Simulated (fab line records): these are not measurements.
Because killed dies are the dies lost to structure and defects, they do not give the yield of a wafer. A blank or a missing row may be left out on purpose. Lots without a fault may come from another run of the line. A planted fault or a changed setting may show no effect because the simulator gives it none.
Tool commonality check    flow gf180mcu    13 lots and 39 wafers in the sample

== REASON FOR OPENING ==
GF_PSD_RS_MEAS_14, reading NSD_RS: flagged on 3 of 13 lots. No-fault wafers: 46.14 ohm/sq, standard deviation 0.083.
Rule: flag the lot when none of its wafers has a number, or when each of its wafers that has one lies beyond 4 standard deviations from that mean. The rest of the lots are taken to be sound.

lot   measured      on            NSD_RS (ohm/sq), wafer by wafer  flag
L347  day 13 23:52  filmMetro-04  46.11 46.07 46.15                
L348  day 14 09:46  filmMetro-02  46.19 46.24 46.05                
L350  day 15 02:52  filmMetro-04  46.28 46.20 46.27                
L351  day 15 12:21  filmMetro-04  46.19 46.16 46.14                
L353  day 16 03:35  filmMetro-02  46.04 46.08 46.18                
L355  day 17 01:02  filmMetro-03  46.11 46.14 46.09                
L358  day 18 04:06  filmMetro-02  46.18 45.93 46.00                
L362  day 19 17:45  filmMetro-02  46.00 46.15 46.11                
L364  day 20 15:11  filmMetro-03  41.45 41.47 41.41                FLAGGED
L365  day 20 20:25  filmMetro-04  41.33 41.47 41.39                FLAGGED
L367  day 21 09:38  filmMetro-03  41.13 41.12 41.06                FLAGGED
L368  day 21 18:19  filmMetro-03  46.08 46.14 46.22                
L369  day 22 02:16  filmMetro-03  46.07 46.12 46.06                
The numbers of the flagged lots are 41.31 ohm/sq on average: -4.83 ohm/sq against the usual, or -58 standard deviations.

== LOT BY LOT: THE TOOL USED ==
The record holds 1 process step before the reading, out of a route of 602 steps. Every cell lists first the tool, next ch and the chambers used by the sampled wafers, and last the start.
lot   flag     GF_PSD_RTA_13
L347           rtpAnneal-01 ch 0, day 13 23:47
L348           rtpAnneal-02 ch 0, day 14 09:37
L350           rtpAnneal-02 ch 0, day 15 02:47
L351           rtpAnneal-02 ch 0, day 15 12:16
L353           rtpAnneal-01 ch 0, day 16 03:30
L355           rtpAnneal-02 ch 0, day 17 00:57
L358           rtpAnneal-02 ch 0, day 18 04:01
L362           rtpAnneal-02 ch 0, day 19 17:35
L364  FLAGGED  rtpAnneal-02 ch 0, day 20 15:05
L365  FLAGGED  rtpAnneal-02 ch 0, day 20 20:20
L367  FLAGGED  rtpAnneal-02 ch 0, day 21 09:32
L368           rtpAnneal-01 ch 0, day 21 18:13
L369           rtpAnneal-01 ch 0, day 22 02:11
What these steps do:
- GF_PSD_RTA_13: time 20 s.
- GF_PSD_RS_MEAS_14: measures by four-point-probe.

== FLAGGED AGAINST TOTAL, ONE TOOL AT A TIME (gauges that did the reading follow at the end) ==
step               tool          lots run  flagged  share of the flagged lots  sound lots run after its first flagged lot
GF_PSD_RTA_13      rtpAnneal-01  4         0        none                       -
GF_PSD_RTA_13      rtpAnneal-02  9         3        all                        0
GF_PSD_RS_MEAS_14  filmMetro-02  4         0        none                       -
GF_PSD_RS_MEAS_14  filmMetro-03  5         2        some                       2 (L368,L369)
GF_PSD_RS_MEAS_14  filmMetro-04  4         1        some                       0

== WHAT THE TABLE PERMITS ==
In the table, 1 row covers all flagged lots: rtpAnneal-02 at GF_PSD_RTA_13.
- rtpAnneal-02 at GF_PSD_RTA_13: 3 of its 9 lots flagged. Last sound lot L362 at day 19 17:35, first flagged lot L364 at day 20 15:05; a fault beginning in between fits. Its own readings lie more than 4 standard deviations out on every wafer of the flagged lots: runLengthS.
What remains is a single tool, rtpAnneal-02 at GF_PSD_RTA_13.

== WHAT THE SIMULATOR HAD PUT IN ==
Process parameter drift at GF_PSD_RTA_13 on rtpAnneal-02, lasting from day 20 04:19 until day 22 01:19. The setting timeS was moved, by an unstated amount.
Shown lots that were struck: L364, L365, L367. Same finding as the rule above.
